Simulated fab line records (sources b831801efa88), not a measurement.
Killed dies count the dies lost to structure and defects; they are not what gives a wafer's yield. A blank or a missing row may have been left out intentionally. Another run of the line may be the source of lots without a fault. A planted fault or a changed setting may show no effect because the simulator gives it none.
Which tool was responsible? ; flow gf180mcu ; 12 lots, 36 wafers sampled, at 5 steps of a route of 602

WHAT THE GAUGES SHOWED, per wafer
GF_MVPSD_TW_MEAS_11. Usual: for MVPSD_TW the level is 559 and the standard deviation is 3.2.
lot;measured;on;MVPSD_TW;flag
L683;day 4 23:07;filmMetro-01;559 559 561;
L685;day 5 12:31;filmMetro-02;557 556 556;
L686;day 5 23:31;filmMetro-03;554 557 556;
L688;day 6 10:31;filmMetro-01;562 562 560;
L689;day 6 13:07;filmMetro-02;561 559 560;
L690;day 6 22:07;filmMetro-02;558 558 558;
L691;day 7 04:20;filmMetro-01;564 564 565;
L693;day 7 13:28;filmMetro-02;558 556 558;
L701;day 9 13:03;filmMetro-03;559 558 560;
L702;day 9 18:43;filmMetro-01;560 558 557;
L703;day 10 02:07;filmMetro-02;553 559 553;
L705;day 10 11:52;filmMetro-02;554 553 554;

TOOL THAT RAN EACH LOT (tool first, then ch and the chambers of the sampled wafers, then the start)
lot;GF_STI_ETCH_14;GF_STI_CMP_25;GF_MVSD_COAT_02;GF_MVSD_STRIP_10
L683;rieSi-01 ch 0,1,2, day 2 02:19;cmp-01 ch 0,1,2, day 2 04:12;lithoTrack-02 ch 0, day 4 01:25;plasmaAsher-01 ch 0,1, day 4 09:10
L685;rieSi-02 ch 0,1,3, day 2 11:58;cmp-02 ch 0,1,2, day 2 14:17;lithoTrack-02 ch 0, day 4 14:44;plasmaAsher-01 ch 0,1, day 4 22:19
L686;rieSi-02 ch 1,2,3, day 2 17:25;cmp-02 ch 0,2,3, day 2 20:30;lithoTrack-03 ch 0, day 5 01:19;plasmaAsher-03 ch 0,1, day 5 08:12
L688;rieSi-02 ch 1,2,3, day 3 02:49;cmp-02 ch 1,2, day 3 07:17;lithoTrack-03 ch 0, day 5 10:37;plasmaAsher-03 ch 0,1, day 5 18:52
L689;rieSi-02 ch 1,2, day 3 09:07;cmp-02 ch 0,1,3, day 3 11:40;lithoTrack-03 ch 0, day 5 13:52;plasmaAsher-04 ch 0, day 5 21:28
L690;rieSi-01 ch 0,1,2, day 3 17:25;cmp-01 ch 0,1,3, day 3 19:39;lithoTrack-03 ch 0, day 5 22:49;plasmaAsher-01 ch 0,1, day 6 06:46
L691;rieSi-02 ch 1,2,3, day 3 22:31;cmp-02 ch 0,1, day 4 00:50;lithoTrack-02 ch 0, day 6 04:19;plasmaAsher-03 ch 0,1, day 6 12:40
L693;rieSi-01 ch 0,2, day 4 04:16;cmp-01 ch 1,2,3, day 4 07:27;lithoTrack-03 ch 0, day 6 13:19;plasmaAsher-01 ch 0,1, day 6 21:19
L701;rieSi-01 ch 1,2,3, day 5 22:07;cmp-02 ch 0,2,3, day 6 00:38;lithoTrack-02 ch 0, day 8 10:47;plasmaAsher-03 ch 0,1, day 8 19:49
L702;rieSi-02 ch 0,1,3, day 6 03:23;cmp-01 ch 0,1,2, day 6 05:17;lithoTrack-03 ch 0, day 8 16:23;plasmaAsher-03 ch 0,1, day 9 01:06
L703;rieSi-02 ch 1,2, day 6 07:52;cmp-02 ch 1,2, day 6 10:53;lithoTrack-03 ch 0, day 8 22:47;plasmaAsher-03 ch 0,1, day 9 07:55
L705;rieSi-02 ch 1,3, day 6 18:28;cmp-01 ch 0,1,3, day 6 20:52;lithoTrack-04 ch 0, day 9 08:14;plasmaAsher-03 ch 0,1, day 9 17:01
- GF_STI_ETCH_14: etches Si in HBr/Cl2/O2, target depth 360 nm, time 102.9 s.
- GF_STI_CMP_25: polishes, stops on Si3N4, t overpolish 33 s, target thk 524.6 nm.
- GF_MVSD_COAT_02: resist thk 3000 nm.
- GF_MVSD_STRIP_10: strips in O2/N2.

WHAT THE TOOLS THEMSELVES READ (means of the sampled wafers that have a number; where no wafer has one, the mark that the record gives instead)
GF_STI_ETCH_14. Usual: drypumpMotorCurrentA 5.6 A, standard deviation 0.39; oesProductAu 1.003 a.u., standard deviation 0.0094; throttleValvePct 25.654 %, standard deviation 0.011.
lot;tool;drypumpMotorCurrentA (A);oesProductAu (a.u.);throttleValvePct (%);flag
L683;rieSi-01;5.5;0.999;25.644;
L685;rieSi-02;5.6;1.003;25.650;
L686;rieSi-02;5.6;0.997;25.647;
L688;rieSi-02;5.6;1.002;25.658;
L689;rieSi-02;5.7;0.998;25.652;
L690;rieSi-01;5.5;1.010;25.642;
L691;rieSi-02;5.6;0.993;25.658;
L693;rieSi-01;5.3;1.010;25.646;
L701;rieSi-01;5.4;1.006;25.650;
L702;rieSi-02;5.7;1.000;25.656;
L703;rieSi-02;5.7;1.008;25.641;
L705;rieSi-02;5.5;0.997;25.660;

GF_STI_CMP_25. Usual: motorCurrentA 11.8 A, standard deviation 1.2; overpolishRunS 33.000 s, standard deviation 0.0094; timeToEndpointS 122 s, standard deviation 6.1.
lot;tool;motorCurrentA (A);overpolishRunS (s);timeToEndpointS (s);flag
L683;cmp-01;11.1;33.011;126;
L685;cmp-02;12.3;32.999;121;
L686;cmp-02;12.2;32.994;120;
L688;cmp-02;13.3;33.002;122;
L689;cmp-02;12.3;32.999;117;
L690;cmp-01;10.9;33.000;127;
L691;cmp-02;12.7;33.005;124;
L693;cmp-01;12.0;32.998;118;
L701;cmp-02;12.5;33.000;120;
L702;cmp-01;10.7;32.995;130;
L703;cmp-02;13.4;33.007;124;
L705;cmp-01;10.7;32.996;124;

GF_MVSD_COAT_02. Usual: chillPlateTempC at 23.01 C, with a standard deviation of 0.1.
lot;tool;chillPlateTempC (C);flag
L683;lithoTrack-02;23.06;
L685;lithoTrack-02;23.15;
L686;lithoTrack-03;23.06;
L688;lithoTrack-03;23.03;
L689;lithoTrack-03;23.11;
L690;lithoTrack-03;22.95;
L691;lithoTrack-02;23.05;
L693;lithoTrack-03;22.97;
L701;lithoTrack-02;23.10;
L702;lithoTrack-03;23.07;
L703;lithoTrack-03;22.97;
L705;lithoTrack-04;22.93;

GF_MVSD_STRIP_10. Usual: drypumpMotorCurrentA 6.1 A, standard deviation 0.43; heaterPowerW 315 W, standard deviation 28; oesProductAu 0.723 a.u., standard deviation 0.0046; stripTimeToEndpointS 36.94 s, standard deviation 0.13.
lot;tool;drypumpMotorCurrentA (A);heaterPowerW (W);oesProductAu (a.u.);stripTimeToEndpointS (s);flag
L683;plasmaAsher-01;6.1;307;0.721;36.81;
L685;plasmaAsher-01;6.4;326;0.722;36.99;
L686;plasmaAsher-03;5.9;294;0.725;37.15;
L688;plasmaAsher-03;5.9;297;0.725;36.85;
L689;plasmaAsher-04;5.4;346;0.723;37.06;
L690;plasmaAsher-01;6.4;332;0.727;36.96;
L691;plasmaAsher-03;6.0;309;0.722;36.97;
L693;plasmaAsher-01;6.5;328;0.723;36.96;
L701;plasmaAsher-03;5.9;295;0.723;36.99;
L702;plasmaAsher-03;5.9;298;0.720;36.86;
L703;plasmaAsher-03;6.0;305;0.726;36.87;
L705;plasmaAsher-03;6.0;308;0.723;36.89;

THE ANSWER, worked out from the rows above alone
Rule: a lot counts as off when the mean over its wafers that have a number is more than 3 standard deviations away from the usual mean. A lot without any number at a reading at which 4 lots or more have one is off too. The other lots that the step has rows for count as sound. Order of review: gauges by route order, followed by the tools' own readings, for which a lot's mean as printed above is used. The first step at which some lot is off is used, and at that step the reading that is off furthest; a lot without a number counts as furthest.
Across all readings shown, no lot is off: no conclusion can be drawn from this.

WHAT THE SIMULATOR HAD PUT IN
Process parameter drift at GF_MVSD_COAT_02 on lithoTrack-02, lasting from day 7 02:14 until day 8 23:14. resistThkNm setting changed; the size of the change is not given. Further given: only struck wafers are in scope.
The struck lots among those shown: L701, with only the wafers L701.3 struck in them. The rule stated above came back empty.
